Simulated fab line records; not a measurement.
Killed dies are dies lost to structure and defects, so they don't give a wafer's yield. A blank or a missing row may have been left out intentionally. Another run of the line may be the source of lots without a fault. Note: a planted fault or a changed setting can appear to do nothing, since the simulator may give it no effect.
fab line records | flow sky130
[record] lots = 24 wafers = 72 last_day = 50
route steps=708 shown METAL2@483 VIA3@594 METAL4@629 PASSIVATION@683
lots that met no fault: taken from a fault-free run of the same line
start_h: the number of hours between the record's first day and the start of the first shown wafer of the lot | wait_h: how many hours have passed since the lot's step before this one | " same as the row above | L1.1+2: one row covering several wafers at once | - either no value or no given start | * or withheld: withheld | < > ~ a bound
route shown NAME@n: a module of which the file shows steps, and the number in the route of the first | usual: average and standard deviation across the fault-free wafers | same: alike in all rows | chamber/n: place in a boat | sites: per-site readings | _std_site: standard deviation across them | _edge_site: inner sites' mean taken away from outer sites' mean | radius_mm: how far each site lies from the wafer's centre | mask NAME#n: copy n | behind: tool/chamber where the wafer was last shaped | hold: the reason the lot was held/the length of the hold in hours/how it ended | device: whichever transistor did not switch (one of n, p or np) | end of line: tests of these same wafers at the route's end | where a step has no rows: the recipe by itself | killed: count of dies lost to structure and defects at first sort (not the wafer's yield) | map: per-die view of a wafer (x killed, . not killed, _ where there is no die)
set.NAME: setting as actually run; set.NAME@STEP: the setting as run at that earlier step | model.NAME: the simulator's own value behind a step, which no gauge read
steps of the route over a sample of lots; a table a step, a row a wafer
services: from which hour (start_h, from the record's first day; less than 0 if before it) a tool's chamber was out of use, for how many hours, and why
[[steps]]
[step SKY_METAL2_SPUTTER_00]
[recipe] material = Ti target_thk_nm = 15 power_w = 3000 time_s = 10 chamber_pressure_pa = 0.4
[usual] throttle_valve_pct = 29.8/0.77
// columns lot.wafer tool chamber start_h wait_h throttle_valve_pct
L074.3 pvd_sputter-04 - 791.04 0.1 31.0
L074.5 " - " " 30.9
L074.6 " - " " 29.0
L075.1 pvd_sputter-03 - 803.72 0.1 29.4
L075.2 " - " " 29.9
L075.5 " - " " 30.2
L076.2 pvd_sputter-03 - 805.73 0.2 29.7
L076.3 " - " " 30.1
L076.5 " - " " 29.2
L077.1 pvd_sputter-03 - 817.43 0.2 29.5
L077.4 " - " " 29.2
L077.5 " - " " 30.1
L078.1 pvd_sputter-03 - 820.96 0.1 29.2
L078.2 " - " " 29.3
L078.5 " - " " 29.3
L079.1 pvd_sputter-04 - 846.55 0.1 31.0
L079.2 " - " " 30.7
L079.6 " - " " 31.0
L080.2 pvd_sputter-04 - 849.92 0.1 29.3
L080.3 " - " " 30.4
L080.6 " - " " 28.9
L081.1 pvd_sputter-03 - 851.91 0.2 29.2
L081.4 " - " " 29.2
L081.6 " - " " 29.2
L082.3 pvd_sputter-01 - 856.65 0.1 30.9
L082.5 " - " " 30.4
L082.6 " - " " 29.5
L083.1 pvd_sputter-04 - 880.44 0.2 29.0
L083.2 " - " " 30.9
L083.5 " - " " 31.1
L084.2 pvd_sputter-03 - 882.62 0.1 30.1
L084.4 " - " " 28.9
L084.6 " - " " 29.7
L086.3 pvd_sputter-01 - 899.85 0.1 30.8
L086.4 " - " " 31.4
L086.6 " - " " 30.9
L085.1 pvd_sputter-04 - 900.62 0.1 30.5
L085.2 " - " " 29.3
L085.3 " - " " 28.9
L087.1 pvd_sputter-04 - 903.28 0.2 29.3
L087.3 " - " " 30.4
L087.4 " - " " 30.9
L088.1 pvd_sputter-01 - 905.31 0.2 30.9
L088.2 " - " " 30.3
L088.5 " - " " 29.4
L089.1 pvd_sputter-04 - 911.28 0.1 30.8
L089.4 " - " " 29.0
L089.6 " - " " 30.9
L090.1 pvd_sputter-04 - 913.31 0.2 28.9
L090.2 " - " " 30.8
L090.5 " - " " 30.6
L092.2 pvd_sputter-04 - 929.73 0.1 30.9
L092.5 " - " " 28.6
L092.6 " - " " 29.0
L091.1 pvd_sputter-01 - 932.12 0.2 30.3
L091.3 " - " " 29.4
L091.4 " - " " 31.5
L093.1 pvd_sputter-01 - 935.25 0.2 29.5
L093.2 " - " " 30.5
L093.4 " - " " 31.4
L094.2 pvd_sputter-04 - 957.79 0.1 29.3
L094.3 " - " " 28.8
L094.4 " - " " 30.9
L096.3 pvd_sputter-03 - 960.78 0.1 29.9
L096.4 " - " " 29.4
L096.5 " - " " 30.0
L095.3 pvd_sputter-04 - 961.13 0.2 29.1
L095.4 " - " " 29.1
L095.5 " - " " 28.8
L097.2 pvd_sputter-03 - 964.37 0.1 29.3
L097.3 " - " " 29.1
L097.4 " - " " 29.9
[step SKY_VIA3_CVD_21]
[recipe] material = W target_thk_nm = 390 time_s = 117.31 temp_c = 400 pressure_torr = 40
[usual] heater_power_w = 860/89
// columns lot.wafer tool chamber start_h wait_h heater_power_w
L074.3 cvd_w-01 1 923.51 0.1 975
L074.5 " 1 " " 950
L074.6 " 0 " " 870
L075.1 cvd_w-01 1 937.79 0.0 987
L075.2 " 0 " " 883
L075.5 " 0 " " 883
L076.2 cvd_w-02 0 939.47 0.0 752
L076.3 " 0 " " 756
L076.5 " 1 " " 782
L077.1 cvd_w-02 1 950.93 0.0 787
L077.4 " 1 " " 776
L077.5 " 0 " " 747
L078.1 cvd_w-02 0 953.35 0.0 773
L078.2 " 1 " " 790
L078.5 " 1 " " 810
L079.1 cvd_w-02 0 978.00 0.0 768
L079.2 " 1 " " 783
L079.6 " 0 " " 774
L080.2 cvd_w-02 0 982.36 0.0 747
L080.3 " 1 " " 788
L080.6 " 0 " " 752
L081.1 cvd_w-01 1 984.26 0.0 992
L081.4 " 0 " " 868
L081.6 " 0 " " 863
L082.3 cvd_w-01 1 987.57 0.1 975
L082.5 " 1 " " 965
L082.6 " 0 " " 881
L083.1 cvd_w-01 1 1010.56 0.0 982
L083.2 " 0 " " 870
L083.5 " 1 " " 993
L084.2 cvd_w-02 0 1012.24 0.0 752
L084.4 " 1 " " 810
L084.6 " 1 " " 797
L086.3 cvd_w-01 1 1025.75 0.1 983
L086.4 " 0 " " 858
L086.6 " 0 " " 869
L085.1 cvd_w-02 1 1029.21 0.0 806
L085.2 " 0 " " 730
L085.3 " 0 " " 766
L087.1 cvd_w-02 0 1030.67 0.0 744
L087.3 " 1 " " 795
L087.4 " 0 " " 762
L088.1 cvd_w-01 1 1036.97 0.0 975
L088.2 " 0 " " 878
L088.5 " 0 " " 888
L089.1 cvd_w-02 1 1037.30 0.0 809
L089.4 " 1 " " 784
L089.6 " 0 " " 767
L090.1 cvd_w-01 1 1037.35 0.0 1004
L090.2 " 0 " " 881
L090.5 " 0 " " 882
L092.2 cvd_w-01 0 1054.26 0.0 895
L092.5 " 0 " " 877
L092.6 " 1 " " 1006
L091.1 cvd_w-02 0 1055.98 0.0 749
L091.3 " 1 " " 802
L091.4 " 0 " " 761
L093.1 cvd_w-01 0 1060.52 0.0 877
L093.2 " 1 " " 977
L093.4 " 0 " " 872
L094.2 cvd_w-02 0 1079.53 0.0 756
L094.3 " 0 " " 750
L094.4 " 1 " " 792
L096.3 cvd_w-01 0 1083.37 0.1 886
L096.4 " 1 " " 982
L096.5 " 0 " " 887
L095.3 cvd_w-01 1 1083.67 0.1 999
L095.4 " 0 " " 865
L095.5 " 0 " " 875
L097.2 cvd_w-01 0 1085.26 0.0 886
L097.3 " 1 " " 993
L097.4 " 0 " " 893
[step SKY_VIA3_THK_MEAS_23]
[recipe] thk_meas_gauge = xrf reads = W_of_VIA3_CVD_21
[usual] VIA3_W_THK = 401/8
// columns lot.wafer tool chamber start_h wait_h VIA3_W_THK[nm]
L074.3 film_metro-04 - 923.73 0.1 409
L074.5 " - " " 409
L074.6 " - " " 404
L075.1 film_metro-04 - 938.04 0.1 403
L075.2 " - " " 402
L075.5 " - " " 399
L076.2 film_metro-04 - 939.72 0.1 406
L076.3 " - " " 402
L076.5 " - " " 410
L077.1 film_metro-03 - 951.17 0.1 409
L077.4 " - " " 404
L077.5 " - " " 406
L078.1 film_metro-04 - 953.59 0.1 403
L078.2 " - " " 403
L078.5 " - " " 401
L079.1 film_metro-02 - 978.25 0.1 389
L079.2 " - " " 392
L079.6 " - " " 388
L080.2 film_metro-02 - 982.63 0.1 395
L080.3 " - " " 395
L080.6 " - " " 393
L081.1 film_metro-03 - 984.50 0.1 410
L081.4 " - " " 411
L081.6 " - " " 411
L082.3 film_metro-03 - 987.79 0.1 409
L082.5 " - " " 406
L082.6 " - " " 411
L083.1 film_metro-03 - 1010.80 0.1 409
L083.2 " - " " 409
L083.5 " - " " 411
L084.2 film_metro-02 - 1012.49 0.1 378
L084.4 " - " " 394
L084.6 " - " " 391
L086.3 film_metro-03 - 1025.98 0.1 412
L086.4 " - " " 406
L086.6 " - " " 409
L085.1 film_metro-04 - 1029.46 0.1 396
L085.2 " - " " 388
L085.3 " - " " 386
L087.1 film_metro-02 - 1030.91 0.1 384
L087.3 " - " " 391
L087.4 " - " " 383
L088.1 film_metro-03 - 1037.22 0.1 412
L088.2 " - " " 404
L088.5 " - " " 409
L089.1 film_metro-04 - 1037.56 0.1 401
L089.4 " - " " 407
L089.6 " - " " 393
L090.1 film_metro-02 - 1037.60 0.1 399
L090.2 " - " " 393
L090.5 " - " " 391
L092.2 film_metro-03 - 1054.52 0.1 396
L092.5 " - " " 404
L092.6 " - " " 408
L091.1 film_metro-04 - 1056.23 0.1 404
L091.3 " - " " 400
L091.4 " - " " 402
L093.1 film_metro-03 - 1060.76 0.1 405
L093.2 " - " " 411
L093.4 " - " " 408
L094.2 film_metro-04 - 1079.79 0.1 397
L094.3 " - " " 394
L094.4 " - " " 396
L096.3 film_metro-02 - 1083.59 0.1 392
L096.4 " - " " 394
L096.5 " - " " 393
L095.3 film_metro-02 - 1083.89 0.1 398
L095.4 " - " " 393
L095.5 " - " " 393
L097.2 film_metro-02 - 1085.52 0.1 390
L097.3 " - " " 394
L097.4 " - " " 390
[step SKY_METAL4_CD_MEAS_13]
[recipe] target_cd_nm = 300
[usual] cd_nm = 300.8/1.4
// columns lot.wafer tool chamber start_h wait_h cd_nm
L074.3 cd_sem-02 - 974.72 - 299.9
L074.5 " - " " 300.8
L074.6 " - " " 298.7
L075.1 cd_sem-01 - 987.21 - 302.6
L075.2 " - " " 303.2
L075.5 " - " " 302.9
L076.2 cd_sem-01 - 989.24 - 301.2
L076.3 " - " " 299.7
L076.5 " - " " 300.0
L077.1 cd_sem-02 - 999.58 - 301.1
L077.4 " - " " 301.1
L077.5 " - " " 301.6
L078.1 cd_sem-02 - 1006.08 - 300.0
L078.2 " - " " 300.2
L078.5 " - " " 299.7
L079.1 cd_sem-01 - 1025.56 - 302.1
L079.2 " - " " 301.4
L079.6 " - " " 301.4
L080.2 cd_sem-01 - 1030.28 - 301.0
L080.3 " - " " 300.9
L080.6 " - " " 301.8
L081.1 cd_sem-01 - 1032.12 - 301.0
L081.4 " - " " 300.2
L081.6 " - " " 301.2
L082.3 cd_sem-02 - 1035.12 - 299.7
L082.5 " - " " 300.2
L082.6 " - " " 300.8
L083.1 cd_sem-01 - 1058.71 - 302.9
L083.2 " - " " 300.5
L083.5 " - " " 301.8
L084.2 cd_sem-01 - 1059.43 - 299.7
L084.4 " - " " 299.7
L084.6 " - " " 300.1
L086.3 cd_sem-01 - 1069.06 - 298.9
L086.4 " - " " 300.8
L086.6 " - " " 301.3
L085.1 cd_sem-01 - 1074.73 - 300.0
L085.2 " - " " 299.8
L085.3 " - " " 300.1
L087.1 cd_sem-02 - 1075.88 - 298.3
L087.3 " - " " 298.2
L087.4 " - " " 299.1
L088.1 cd_sem-02 - 1081.16 - 299.0
L088.2 " - " " 299.8
L088.5 " - " " 300.3
L089.1 cd_sem-02 - 1081.67 - 300.1
L089.4 " - " " 301.4
L089.6 " - " " 300.4
L090.1 cd_sem-02 - 1082.02 - 300.3
L090.2 " - " " 301.7
L090.5 " - " " 300.9
L092.2 cd_sem-02 - 1098.75 - 304.0
L092.5 " - " " 300.6
L092.6 " - " " 301.3
L091.1 cd_sem-01 - 1099.46 - 301.6
L091.3 " - " " 301.6
L091.4 " - " " 300.4
L093.1 cd_sem-01 - 1103.96 - 303.1
L093.2 " - " " 304.0
L093.4 " - " " 303.6
L094.2 cd_sem-02 - 1121.09 - 300.3
L094.3 " - " " 300.6
L094.4 " - " " 301.0
L096.3 cd_sem-02 - 1125.18 - 303.1
L096.4 " - " " 303.1
L096.5 " - " " 300.4
L095.3 cd_sem-01 - 1125.21 - 300.0
L095.4 " - " " 298.6
L095.5 " - " " 298.2
L097.2 cd_sem-02 - 1126.34 - 300.4
L097.3 " - " " 300.4
L097.4 " - " " 300.9
[step SKY_PASSIVATION_CVD_02]
[recipe] material = Si3N4 target_thk_nm = 540 temp_c = 400 time_s = withheld rf_w = 450
[usual] heater_power_w = 702/100
// columns lot.wafer tool chamber start_h wait_h heater_power_w
L074.3 pecvd-01 2 1024.36 0.0 740
L074.5 " 1 " " 883
L074.6 " 2 " " 768
L075.1 pecvd-01 1 1037.16 0.1 890
L075.2 " 2 " " 651
L075.5 " 0 " " 662
L076.2 pecvd-01 1 1039.25 0.0 933
L076.3 " 2 " " 743
L076.5 " 1 " " 739
L077.1 pecvd-01 2 1048.11 0.1 634
L077.4 " 1 " " 910
L077.5 " 0 " " 716
L078.1 pecvd-01 0 1055.25 0.1 683
L078.2 " 2 " " 770
L078.5 " 2 " " 762
L079.1 pecvd-01 1 1071.63 0.1 850
L079.2 " 0 " " 701
L079.6 " 1 " " 884
L080.2 pecvd-04 0 1078.00 0.0 718
L080.3 " 2 " " 672
L080.6 " 0 " " 563
L081.1 pecvd-03 1 1079.30 0.1 722
L081.4 " 2 " " 779
L081.6 " 0 " " 546
L082.3 pecvd-01 2 1081.10 0.0 745
L082.5 " 1 " " 809
L082.6 " 2 " " 771
L083.1 pecvd-04 2 1103.82 0.1 548
L083.2 " 1 " " 709
L083.5 " 0 " " 625
L084.2 pecvd-01 2 1105.61 0.0 700
L084.4 " 1 " " 870
L084.6 " 0 " " 585
L086.3 pecvd-01 2 1114.35 0.0 671
L086.4 " 1 " " 849
L086.6 " 0 " " 696
L085.1 pecvd-04 1 1119.03 0.1 684
L085.2 " 2 " " 598
L085.3 " 0 " " 652
L087.1 pecvd-03 2 1119.70 0.1 733
L087.3 " 1 " " 659
L087.4 " 2 " " 740
L088.1 pecvd-04 0 1125.19 0.1 615
L088.2 " 2 " " 614
L088.5 " 2 " " 640
L089.1 pecvd-03 2 1125.80 0.1 734
L089.4 " 1 " " 759
L089.6 " 2 " " 755
L090.1 pecvd-03 0 1126.78 0.1 519
L090.2 " 2 " " 753
L090.5 " 0 " " 535
L092.2 pecvd-01 2 1141.42 0.0 656
L092.5 " 2 " " 669
L092.6 " 0 " " 627
L091.1 pecvd-01 0 1143.28 0.1 596
L091.3 " 1 " " 797
L091.4 " 2 " " 686
L093.1 pecvd-01 1 1146.80 0.1 930
L093.2 " 0 " " 726
L093.4 " 0 " " 572
L094.2 pecvd-03 0 1162.48 0.0 542
L094.3 " 1 " " 739
L094.4 " 0 " " 561
L096.3 pecvd-01 2 1166.26 0.0 647
L096.4 " 0 " " 626
L096.5 " 1 " " 754
L095.3 pecvd-03 1 1166.83 0.0 736
L095.4 " 1 " " 747
L095.5 " 2 " " 685
L097.2 pecvd-04 1 1167.35 0.0 713
L097.3 " 0 " " 713
L097.4 " 0 " " 587
[step SKY_PASSIVATION_ETCH_11]
[recipe] chemistry = CF4/O2 target_depth_nm = 725 stop_on = AlCu source_w = 800 bias_w = 150 pressure_mtorr = 150 cf4_flow_sccm = 80 O2_flow_sccm = 10 time_s = 161.1
[usual] drypump_motor_current_A = 5.6/0.49 oes_product_au = 0.978/0.0076 throttle_valve_pct = 5.964/0.0088
// columns lot.wafer tool chamber start_h wait_h drypump_motor_current_A oes_product_au rf_hours_counter_h throttle_valve_pct
L074.3 rie_diel-04 1 1046.22 - 5.6 0.968 16 5.962
L074.5 " 2 " " 6.0 0.994 - 5.951
L074.6 " 1 " " 5.6 0.981 - 5.966
L075.1 rie_diel-02 3 1058.12 - 5.9 0.971 13 5.953
L075.2 " 2 " " 5.5 0.967 16 5.960
L075.5 " 1 " " 6.4 0.981 - 5.960
L076.2 rie_diel-01 2 1061.70 - 6.1 0.976 29 5.973
L076.3 " 1 " " 5.3 0.974 28 5.965
L076.5 " 3 " " 5.5 0.973 - 5.962
L077.1 rie_diel-01 0 1068.37 - 4.8 0.977 30 5.963
L077.4 " 2 " " 6.1 0.985 29 5.982
L077.5 " 0 " " 4.8 0.976 - 5.978
L078.1 rie_diel-02 3 1077.27 - 5.9 0.971 14 5.968
L078.2 " 1 " " 6.4 0.975 8 5.962
L078.5 " 0 " " 5.2 0.984 - 5.962
L079.1 rie_diel-02 1 1091.82 - 6.4 0.971 8 5.965
L079.2 " 0 " " 5.1 0.976 27 5.958
L079.6 " 0 " " 5.1 0.980 - 5.966
L080.2 rie_diel-01 0 1098.82 - 4.8 0.968 0 5.978
L080.3 " 1 " " 5.4 0.967 30 5.963
L080.6 " 2 " " 6.1 0.972 - 5.960
L081.1 rie_diel-01 3 1099.52 - 5.6 0.969 29 5.967
L081.4 " 0 " " 4.8 0.976 0 5.961
L081.6 " 0 " " 4.8 0.991 - 5.962
L082.3 rie_diel-04 1 1101.26 - 5.6 0.979 18 5.974
L082.5 " 1 " " 5.6 0.996 - 5.981
L082.6 " 2 " " 6.0 0.978 - 5.973
L083.1 rie_diel-04 0 1123.50 - 5.4 0.968 1 5.972
L083.2 " 2 " " 6.0 0.979 22 5.970
L083.5 " 1 " " 5.6 0.973 - 5.966
L084.2 rie_diel-01 0 1125.50 - 4.8 0.979 2 5.959
L084.4 " 0 " " 4.8 0.981 - 5.972
L084.6 " 1 " " 5.3 0.988 - 5.975
L086.3 rie_diel-01 0 1133.26 - 4.8 0.976 2 5.964
L086.4 " 0 " " 4.8 0.993 - 5.972
L086.6 " 1 " " 5.3 0.996 - 5.976
L085.1 rie_diel-04 2 1138.22 - 6.0 0.975 22 5.959
L085.2 " 3 " " 6.3 0.974 11 5.965
L085.3 " 0 " " 5.5 0.969 1 5.965
L087.1 rie_diel-01 3 1139.60 - 5.6 0.976 0 5.952
L087.3 " 1 " " 5.3 0.979 32 5.973
L087.4 " 1 " " 5.3 0.972 - 5.953
L088.1 rie_diel-01 0 1144.85 - 4.8 0.982 3 5.978
L088.2 " 3 " " 5.6 0.978 1 5.969
L088.5 " 0 " " 4.8 0.988 - 5.968
L089.1 rie_diel-04 0 1145.41 - 5.4 0.960 2 5.953
L089.4 " 2 " " 6.0 0.988 - 5.976
L089.6 " 3 " " 6.4 0.974 - 5.961
L090.1 rie_diel-02 1 1146.07 - 6.4 0.967 11 5.964
L090.2 " 3 " " 5.9 0.969 17 5.954
L090.5 " 3 " " 5.9 0.985 - 5.969
L092.2 rie_diel-01 3 1160.41 - 5.6 0.965 1 5.962
L092.5 " 0 " " 4.8 0.982 - 5.964
L092.6 " 3 " " 5.6 0.983 - 5.956
L091.1 rie_diel-02 1 1162.16 - 6.3 0.983 12 5.971
L091.3 " 3 " " 5.9 0.977 17 5.970
L091.4 " 2 " " 5.6 0.982 - 5.968
L093.1 rie_diel-01 3 1165.00 - 5.6 0.978 2 5.974
L093.2 " 0 " " 4.8 0.971 4 5.973
L093.4 " 0 " " 4.8 0.982 - 5.963
L094.2 rie_diel-01 3 1179.52 - 5.6 0.973 2 5.955
L094.3 " 2 " " 6.1 0.982 1 5.956
L094.4 " 1 " " 5.3 0.985 0 5.969
L096.3 rie_diel-01 3 1183.16 - 5.6 0.968 3 5.967
L096.4 " 0 " " 4.8 0.981 4 5.961
L096.5 " 0 " " 4.8 0.989 - 5.963
L095.3 rie_diel-04 1 1183.70 - 5.6 0.988 20 5.968
L095.4 " 3 " " 6.4 0.981 13 5.972
L095.5 " 2 " " 6.0 0.977 - 5.973
L097.2 rie_diel-01 1 1184.05 - 5.3 0.988 1 5.958
L097.3 " 0 " " 4.8 0.962 5 5.968
L097.4 " 2 " " 6.1 0.984 2 5.958
[[services]]
// columns tool chamber start_h hours kind
cvd_w-01 - 792.58 4.3 pm
rie_diel-04 - 794.95 2.3 repair
pecvd-03 - 804.33 1.5 repair
pecvd-03 - 821.25 0.9 repair
rie_diel-04 3 853.37 7.4 repair
rie_diel-01 - 857.77 0.6 repair
rie_diel-01 - 865.98 2.8 pm
pecvd-01 0 873.86 8.0 repair
rie_diel-04 0 881.71 4.0 repair
cvd_w-01 - 882.83 14.6 pm
pecvd-01 - 897.81 0.9 repair
cvd_w-01 - 904.00 14.0 pm
rie_diel-01 3 921.82 28.7 repair
pvd_sputter-03 - 924.89 2.9 repair
pecvd-01 - 940.67 1.5 repair
rie_diel-01 2 1025.07 4.6 repair
pvd_sputter-04 - 1048.40 6.9 repair
cvd_w-02 - 1061.90 0.8 repair
cvd_w-02 - 1065.15 2.8 pm
rie_diel-01 3 1068.50 4.0 repair
pvd_sputter-04 - 1114.19 7.6 repair
cvd_w-02 0 1114.82 18.9 repair
cvd_w-01 1 1118.65 7.5 repair
cvd_w-02 - 1173.71 1.4 repair
[[key]]
fault none
